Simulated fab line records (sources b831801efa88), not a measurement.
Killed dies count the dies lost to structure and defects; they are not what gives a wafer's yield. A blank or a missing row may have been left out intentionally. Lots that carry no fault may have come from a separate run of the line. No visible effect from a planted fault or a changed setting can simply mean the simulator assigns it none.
A lot that was struck, set against a sound lot -- flow sky130 -- 15 out of 708 route steps
Sound: the wafers L307.2, L307.4, L307.5. The struck wafers were L311.2, L311.5, L311.6. Last of all comes the cause.
At each step with rows: each side's tool, then ch and its chambers, then its first start. Under that, the readings that differ: sound wafers -- struck wafers -- difference of the means -- sigmas: that difference in standard deviations of wafers without a fault.
alike: readings with means less than 2 such deviations apart, plus words and numbers identical on both sides. not compared: withheld readings, readings lacking a value on some wafer, bounds such as >300 that could conceal the same value, and numbers that have no deviation in the record and whose values overlap.
A row with sigmas, a row that says differs or no value, or rows on one side alone: a step with any of these is where the two part. Numbers that don't overlap but have no deviation are shown without sigmas and don't part them. A reading missing from all wafers of one side parts the sides only when that side holds two or more wafers.

first, 5 steps without rows for these wafers: SKY_LDD_N_COAT_02 (resist thk 300 nm); SKY_LDD_N_SOFTBAKE_03 (time 60 s); SKY_LDD_N_EXPOSE_04 (exposes mask NTM, target cd 840 nm); SKY_LDD_N_PEB_05; SKY_LDD_N_DEVELOP_06 (develop time 60 s).
SKY_LDD_N_OVL_MEAS_07:
  sound: overlay-02 at day 18 04:32; struck: overlay-02 at day 19 19:30
  alike: LDD_N_OVL
then, 6 steps without rows for these wafers: SKY_LDD_N_IMPLANT_08; SKY_LDD_N_IMPLANT_09; SKY_LDD_N_IMPLANT_10; SKY_LDD_N_IMPLANT_11; SKY_LDD_N_IMPLANT_12; SKY_LDD_N_IMPLANT_13.
SKY_LDD_N_IMPLANT_14:
  sound on implanter-02 ch 0, day 18 05:29; struck on implanter-01 ch 0, day 19 20:30
reading,sound,struck,difference,sigmas
doseIonsCm2,4.999e+12 5.005e+12 5.004e+12,3.814e+12 3.806e+12 3.811e+12,-1.192e+12,-99 or more
faradayCurrentUA,29.1 27.4 28.3,22.1 21.0 21.0,-6.9,-11
  alike: tiltDeg
next, for these wafers, 1 step has no rows: SKY_LDD_N_IMPLANT_15.
-- the record jumps here: 27 days lie between the struck wafers' starts before and after (it left off in module LDD_N and takes up again in module PAD_OPEN, whose first step shown is number 708 of the route) --
SKY_PAD_OPEN_PROBE_99:
  sound: prober-02 at day 46 02:28; struck: prober-02 at day 47 05:01
  alike: killed_at_M0_to_M3, killed_at_M4_up, killedAtContacts, killedAtFrontEnd, killedAtOther, killedDies, killedOpen, killedShort
  not compared: model.etest.nfet_01v8_swapped.vtSatV

## WHERE THEY PART
At SKY_LDD_N_IMPLANT_14 and nowhere else, as far as this record goes. Later steps at which nothing parts them and some readings are alike: SKY_PAD_OPEN_PROBE_99.

WHY: the cause the simulator had injected
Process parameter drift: implanter-01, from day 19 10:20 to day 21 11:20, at SKY_LDD_N_IMPLANT_14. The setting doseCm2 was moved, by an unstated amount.
